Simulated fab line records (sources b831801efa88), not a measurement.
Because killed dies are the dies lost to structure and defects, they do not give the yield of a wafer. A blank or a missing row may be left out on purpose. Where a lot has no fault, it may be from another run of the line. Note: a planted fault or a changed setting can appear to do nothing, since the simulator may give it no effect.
Shared-tool check | flow sky130 | Sampled: 13 lots, 39 wafers

## WHY IT WAS OPENED
Of 13 lots, 1 have the reading VT_ADJUST_NCORE_TW flagged at SKY_VT_ADJUST_NCORE_TW_MEAS_11. Wafers without a fault read 218.0, standard deviation 1.5.
Rule: a lot gets a flag if all its wafers with a number sit over 4 standard deviations from that mean, or if no wafer of it has a number. All remaining lots are regarded as sound.

lot  | measured     | on           | VT_ADJUST_NCORE_TW, wafer by wafer | flag
L610 | day 9 00:13  | filmMetro-01 | 219.8 220.0 219.6                  | 
L613 | day 9 20:48  | filmMetro-04 | 217.7 217.4 218.7                  | 
L614 | day 10 03:39 | filmMetro-01 | 219.1 218.6 218.9                  | 
L616 | day 10 18:37 | filmMetro-04 | 216.4 215.8 217.6                  | 
L618 | day 11 04:11 | filmMetro-01 | 220.4 219.0 221.6                  | 
L619 | day 11 11:22 | filmMetro-03 | 216.5 216.6 217.1                  | 
L621 | day 12 01:22 | filmMetro-03 | 216.9 217.1 216.5                  | 
L622 | day 12 10:05 | filmMetro-04 | 217.7 216.7 217.4                  | 
L623 | day 12 13:52 | filmMetro-03 | 29.7 29.8 29.7                     | FLAGGED
L624 | day 13 00:01 | filmMetro-03 | 217.0 218.8 218.6                  | 
L625 | day 13 13:27 | filmMetro-04 | 215.8 215.2 214.6                  | 
L626 | day 13 17:29 | filmMetro-03 | 218.3 218.1 216.7                  | 
L629 | day 14 10:12 | filmMetro-04 | 217.2 216.6 217.5                  | 
The numbers of the flagged lots are 29.7 on average: -188.3 against the usual, or -99 or more standard deviations.

## WHICH TOOL RAN EACH LOT
The record keeps 1 process step preceding the reading, out of 708 steps on the route. In each cell: the tool, then ch and the chambers that the sampled wafers went through, then the start.
lot  | flag    | SKY_VT_ADJUST_NCORE_EXPOSE_04
L610 |         | ilineStepper-01 ch 0, day 8 13:32
L613 |         | ilineStepper-01 ch 0, day 9 09:32
L614 |         | ilineStepper-02 ch 0, day 9 16:11
L616 |         | ilineStepper-02 ch 0, day 10 06:46
L618 |         | ilineStepper-02 ch 0, day 10 17:22
L619 |         | ilineStepper-02 ch 0, day 10 23:40
L621 |         | ilineStepper-02 ch 0, day 11 13:26
L622 |         | ilineStepper-01 ch 0, day 11 21:44
L623 | FLAGGED | ilineStepper-02 ch 0, day 12 01:33
L624 |         | ilineStepper-02 ch 0, day 12 11:31
L625 |         | ilineStepper-02 ch 0, day 13 00:08
L626 |         | ilineStepper-01 ch 0, day 13 04:49
L629 |         | ilineStepper-02 ch 0, day 13 21:23
What is done by these steps:
- SKY_VT_ADJUST_NCORE_EXPOSE_04: exposes mask LVTN COMPLEMENT THIN, target cd 380 nm.
- SKY_VT_ADJUST_NCORE_TW_MEAS_11

## FLAGGED OVER TOTAL, TOOL BY TOOL (the gauges that took the reading come last)
step                           | tool            | lots run | flagged | share of the flagged lots | sound lots run after its first flagged lot
SKY_VT_ADJUST_NCORE_EXPOSE_04  | ilineStepper-01 | 4        | 0       | none                      | -
SKY_VT_ADJUST_NCORE_EXPOSE_04  | ilineStepper-02 | 9        | 1       | all                       | 3 (L624,L625,L629)
SKY_VT_ADJUST_NCORE_TW_MEAS_11 | filmMetro-01    | 3        | 0       | none                      | -
SKY_VT_ADJUST_NCORE_TW_MEAS_11 | filmMetro-03    | 5        | 1       | all                       | 2 (L624,L626)
SKY_VT_ADJUST_NCORE_TW_MEAS_11 | filmMetro-04    | 5        | 0       | none                      | -

## WHAT THE TABLE PERMITS
Table rows that saw every flagged lot: 2, namely ilineStepper-02 at SKY_VT_ADJUST_NCORE_EXPOSE_04 and filmMetro-03 at SKY_VT_ADJUST_NCORE_TW_MEAS_11.
- ilineStepper-02 at SKY_VT_ADJUST_NCORE_EXPOSE_04: 1 of its 9 lots flagged. Lots that were sound ran on it after the first flagged one (L624, L625, L629); a persistent fault on the entire tool would not allow that.
- filmMetro-03 at SKY_VT_ADJUST_NCORE_TW_MEAS_11: 1 of its 5 lots flagged. Lots that were sound ran on it after the first flagged one (L624, L626); a persistent fault on the entire tool would not allow that.
Every row of the table either missed a flagged lot or ran a sound lot after the first.

## WHAT THE SIMULATOR HAD PUT IN
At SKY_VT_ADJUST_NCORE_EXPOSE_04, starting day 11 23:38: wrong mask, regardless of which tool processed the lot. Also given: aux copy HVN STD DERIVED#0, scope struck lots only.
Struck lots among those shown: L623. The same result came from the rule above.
